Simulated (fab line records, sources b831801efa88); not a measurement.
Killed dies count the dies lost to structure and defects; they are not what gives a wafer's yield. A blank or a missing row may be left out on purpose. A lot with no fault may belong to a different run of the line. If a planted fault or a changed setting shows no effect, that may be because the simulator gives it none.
Code-filled problem report in 8D (eight disciplines) form	flow sky130	the parts of the form that need people (team, actions taken, sign-off) are left out

1. PROBLEM STATEMENT
Across 3 wafers from 3 lots, CONTACT_W_RS at SKY_CONTACT_RS_MEAS_25 averages 0.450 ohm/sq, while fault-free wafers read 0.341 ohm/sq with a standard deviation of 0.0032. Relative to the usual mean, that is a shift of +34 standard deviations.
The step: measures by four-point-probe.
First observed at day 35 08:33: wafer L374.6, on film-metro-01. The record has a number at this step for 39 wafers belonging to 13 lots. The rule behind "out" and "out of limits": a value lying over 4 standard deviations away from the usual mean. The other wafers with a number count as sound.

2. WHAT IT IS, WHAT IT ISN'T
question	is	is not
which readings at this step	CONTACT_W_RS	-
which lots	L374, L376, L377	L363, L366, L371, L372, L373, L375, L378, L381, L382, L385
which wafers of those lots	L374.6, L376.1, L377.6	L374.3, L374.4, L376.4, L376.5, L377.3, L377.5
read on which gauges	film-metro-01, film-metro-04	film-metro-02
when	from day 35 08:33	up to then (17 sound wafers); but 19 sound wafers of L375, L376, L377, L378, L381, L382, L385 came after

3. WHAT RULES OUT EACH SUSPECT
Counting: any tool at a process step up to the reading remains a suspect provided it ran every lot that is out. Sound lots after the first of them don't rule it out here, since some wafers of a struck lot are sound.
- ruled out: the gauge at SKY_CONTACT_RS_MEAS_25. 2 gauges (film-metro-01, film-metro-04) read the wafers that are out.
- cvd-w-01 at SKY_CONTACT_CVD_24 (deposits W, target thk 340 nm, time 102.12 s): kept. It processed each lot that is out (first: L374, day 35 08:26); up to then, its last sound lot is L372 (day 34 17:35).
The count leaves cvd-w-01 at SKY_CONTACT_CVD_24.

4. THE CAUSE (what the simulator had put in)
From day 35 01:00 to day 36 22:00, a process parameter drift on cvd-w-01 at SKY_CONTACT_CVD_24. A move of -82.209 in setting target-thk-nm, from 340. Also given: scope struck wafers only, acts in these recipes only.
The count eliminated every tool but this one.

5. THE CHAIN OF EFFECTS, in route order
Each row: a reading whose mean over the struck wafers that have a number lies more than 3 standard deviations from the usual. Only readings for which the record gives a usual standard deviation are gone through. hours: the time from each lot's start at the first step in this table that gives one to its start at this step, as a median over the lots. sigmas: the change in usual standard deviations.
hours	step	reading	usual	on struck wafers	change	sigmas
0	SKY_CONTACT_RS_MEAS_25	CONTACT_W_RS	0.341 ohm/sq	0.450	+0.109	+34
3	SKY_CONTACT_THK_MEAS_26	CONTACT_W_THK	331 nm	252	-79	-21
7	SKY_CONTACT_CMP_27	time-to-endpoint-s	82 s	65	-17	-5.4
It contains these process steps:
- SKY_CONTACT_CMP_27: polishes, stops on SiO2, t overpolish 15 s, target thk 0 nm.

6. WHAT WOULD HAVE CAUGHT IT SOONER
Counted from the fault's start at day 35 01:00, it took 8 hours until the first out-of-limits reading at a measuring or inspecting step in this record, taken at day 35 08:33.
Of the tool readings at SKY_CONTACT_CVD_24 for which the record gives a usual standard deviation, none was out on any struck wafer, so an alarm limit of 4 standard deviations on them would not have fired.
Of the lots that are out (3), L376, L377 began SKY_CONTACT_CVD_24 on cvd-w-01 after day 35 08:33. A hold on the tool at that time would have spared those 2.
